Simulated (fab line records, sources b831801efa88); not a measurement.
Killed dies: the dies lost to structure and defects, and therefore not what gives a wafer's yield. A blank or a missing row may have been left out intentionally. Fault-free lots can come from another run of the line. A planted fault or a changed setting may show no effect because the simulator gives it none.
Which tool is to blame? -- flow gf180mcu -- 14 lots with 42 wafers sampled at 2 steps, on a route of 602 steps

## WHAT THE GAUGES READ, wafer by wafer
GF_V1_BOW_MEAS_05. Usual: for V1_BOW the level is 82 um and the standard deviation is 6.8.
lot,measured,on,V1_BOW (um),flag
L762,day 17 10:25,film-metro-03,75 72 84,
L763,day 17 22:06,film-metro-03,81 81 89,
L764,day 18 08:41,film-metro-02,86 82 87,
L769,day 20 02:21,film-metro-02,87 76 84,
L771,day 21 00:18,film-metro-02,90 97 80,
L772,day 21 14:33,film-metro-03,83 93 93,
L774,day 22 00:01,film-metro-04,91 84 87,
L775,day 22 11:26,film-metro-03,69 66 70,
L776,day 22 16:36,film-metro-04,87 77 82,
L778,day 23 08:50,film-metro-04,83 77 69,
L781,day 24 10:46,film-metro-04,75 76 75,
L782,day 24 16:52,film-metro-02,84 90 84,
L783,day 24 20:45,film-metro-02,75 67 83,
L784,day 25 11:55,film-metro-02,83 91 87,

## WHAT TOOL EACH LOT RAN ON (gives the tool, then ch and the chambers of the sampled wafers, and finally the start)
lot,GF_CONTACT_ETCH_17
L762,"rie-diel-03 ch 0,2,3, day 17 10:25 or earlier"
L763,"rie-diel-04 ch 0,1,2, day 17 22:06 or earlier"
L764,"rie-diel-03 ch 1,2,3, day 18 08:41 or earlier"
L769,"rie-diel-04 ch 0,1,3, day 20 02:21 or earlier"
L771,"rie-diel-03 ch 0,2, day 21 00:18 or earlier"
L772,"rie-diel-02 ch 0,1,3, day 21 14:33 or earlier"
L774,"rie-diel-04 ch 1,2, day 22 00:01 or earlier"
L775,"rie-diel-04 ch 0,2,3, day 22 11:26 or earlier"
L776,"rie-diel-02 ch 0,1,3, day 22 16:36 or earlier"
L778,"rie-diel-02 ch 0,2,3, day 23 08:50 or earlier"
L781,"rie-diel-04 ch 1,2, day 24 10:46 or earlier"
L782,"rie-diel-03 ch 0,1,3, day 24 16:52 or earlier"
L783,"rie-diel-03 ch 1,2, day 24 20:45 or earlier"
L784,"rie-diel-02 ch 0,1, day 25 11:55 or earlier"
- GF_CONTACT_ETCH_17: etches SiO2 in C4F8/O2/Ar, stops on CoSi2, target depth 860 nm.

## WHAT THE TOOLS THEMSELVES READ (means of the sampled wafers that have a number; where no wafer has one, the mark that the record gives instead)
GF_CONTACT_ETCH_17. Usual: bias-w 1200 W, standard deviation 3.4; chamber-pressure-mTorr 40.00 mTorr, standard deviation 0.035; oes-product-au 0.815 a.u., standard deviation 0.0049.
lot,tool,bias-w (W),chamber-pressure-mTorr (mTorr),oes-product-au (a.u.),flag
L762,rie-diel-03,1201,40.00,0.812,
L763,rie-diel-04,1200,39.95,0.816,
L764,rie-diel-03,1198,40.01,0.813,
L769,rie-diel-04,1200,39.97,0.810,
L771,rie-diel-03,1203,40.03,0.814,
L772,rie-diel-02,1200,40.05,0.813,
L774,rie-diel-04,1198,40.02,0.814,
L775,rie-diel-04,1199,39.96,0.814,
L776,rie-diel-02,1198,40.02,0.819,
L778,rie-diel-02,1199,40.00,0.818,
L781,rie-diel-04,1200,39.97,0.814,
L782,rie-diel-03,1197,40.00,0.813,
L783,rie-diel-03,1199,40.01,0.822,
L784,rie-diel-02,1199,40.01,0.812,

## THE ANSWER, worked out from the rows above alone
Rule: take the mean of a lot's wafers that have a number; if it is more than 3 standard deviations from the usual mean, the lot is off. Also off: a lot with no number at a reading for which 4 or more lots have one. The other lots that the step has rows for count as sound. After the gauges, taken in route order, come the tools' own readings; for these a lot's mean is taken, as printed above. At the first step where some lot is off, the reading lying furthest off is the one used; lots without a number count as furthest.
None of the lots is off at any reading shown; this tells nothing.

## WHAT THE SIMULATOR HAD INSERTED
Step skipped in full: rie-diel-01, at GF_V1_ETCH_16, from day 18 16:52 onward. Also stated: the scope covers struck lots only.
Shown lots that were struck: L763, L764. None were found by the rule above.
